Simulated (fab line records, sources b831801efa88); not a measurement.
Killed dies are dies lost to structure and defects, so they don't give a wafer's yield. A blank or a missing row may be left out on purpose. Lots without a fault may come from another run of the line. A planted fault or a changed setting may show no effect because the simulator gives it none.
Problem report in the 8D (eight disciplines) form, filled by code | flow sky130 | the parts of the form that need people (team, actions taken, sign-off) are left out

1. THE PROBLEM
killed_at_M0_to_M3 at SKY_PAD_OPEN_PROBE_99 reads a mean of 228 on 2 wafers of 2 lots; wafers without a fault read 44 with a standard deviation of 7. That is +26 standard deviations from the usual mean.
First seen on wafer L280.6, day 49 18:56, on prober-01. The record holds 5 wafers of 2 lots with a number at this step. Rule for "out", or "out of limits": more than 4 standard deviations from the usual mean. The other wafers with a number count as sound.

2. WHAT IT IS AND WHAT IT IS NOT
question                    | is                                                                                                                                                              | is not
which readings at this step | killed_at_M0_to_M3, defect_limited_yield, killed_dies, killed_on_rim, sort_bin_3_pad_short, sort_bin_5_function, sort_bin_6_memory, sort_n_pass, sort_yield_pct | killed_at_M4_up, killed_at_contacts, killed_at_front_end, killed_at_other, killed_open
which lots                  | L280, L281                                                                                                                                                      | -
which wafers of those lots  | L280.6, L281.2                                                                                                                                                  | L280.2, L281.1, L281.3
read on which tools         | prober-01, prober-02                                                                                                                                            | -
when                        | from day 49 18:56                                                                                                                                               | up to then (1 sound wafer); but 2 sound wafers of L281 came after

3. SUSPECTS, AND WHAT RULES EACH OUT
Counting: a tool at a process step up to the reading stays a suspect if it ran every lot that is out. Sound lots after the first of them don't rule it out here, since some wafers of a struck lot are sound.
- cmp-02 at SKY_VIA2_CMP_24 (polishes, stops on SiO2, t overpolish 20 s, target thk 0 nm): kept. It ran every lot that is out, first L280 (day 41 08:05).
- Within cmp-02 at SKY_VIA2_CMP_24: the wafers that are out ran in chamber 2; their sound lot-mates ran in chambers 0, 1, 3.
Left after counting: cmp-02 at SKY_VIA2_CMP_24.

4. THE CAUSE (what the simulator had put in)
Chamber particle source: cmp-02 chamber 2, from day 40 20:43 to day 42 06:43, at SKY_VIA2_CMP_24. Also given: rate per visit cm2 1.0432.
Counting left only this tool.

5. THE CHAIN OF EFFECTS, in route order
Each row: a reading whose mean over the struck wafers that have a number lies more than 3 standard deviations from the usual. Only readings for which the record gives a usual standard deviation are gone through. hours: the time from each lot's start at the first step in this table that gives one to its start at this step, as a median over the lots. sigmas: the change in usual standard deviations.
hours | step                  | reading              | usual  | on struck wafers | change | sigmas
0     | SKY_PAD_OPEN_PROBE_99 | defect_limited_yield | 82.5 % | 47.6             | -34.9  | -17
0     | SKY_PAD_OPEN_PROBE_99 | killed_at_M0_to_M3   | 44     | 228              | +184   | +26
0     | SKY_PAD_OPEN_PROBE_99 | killed_dies          | 86     | 258              | +172   | +18
0     | SKY_PAD_OPEN_PROBE_99 | killed_on_rim        | 17     | 43               | +26    | +6.3
0     | SKY_PAD_OPEN_PROBE_99 | sort_bin_3_pad_short | 0.9 %  | 2.6              | +1.7   | +4.2
0     | SKY_PAD_OPEN_PROBE_99 | sort_bin_5_function  | 10.3 % | 32.5             | +22.2  | +14
0     | SKY_PAD_OPEN_PROBE_99 | sort_bin_6_memory    | 6.3 %  | 17.2             | +10.9  | +9.1
0     | SKY_PAD_OPEN_PROBE_99 | sort_n_pass          | 406    | 234              | -172   | -18
0     | SKY_PAD_OPEN_PROBE_99 | sort_yield_pct       | 82.5 % | 47.6             | -34.9  | -17
The process steps in it:
- SKY_PAD_OPEN_PROBE_99

6. WHAT WOULD HAVE CAUGHT IT SOONER
In this record the first reading out of limits was taken at day 49 18:56, 214 hours after the fault began at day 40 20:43.
Of the tool readings at SKY_VIA2_CMP_24 for which the record gives a usual standard deviation, none was out on any struck wafer, so an alarm limit of 4 standard deviations on them would not have fired.
All the lots that are out (2) had begun SKY_VIA2_CMP_24 on cmp-02 by day 49 18:56. A hold on the tool at that time would have spared none of them.
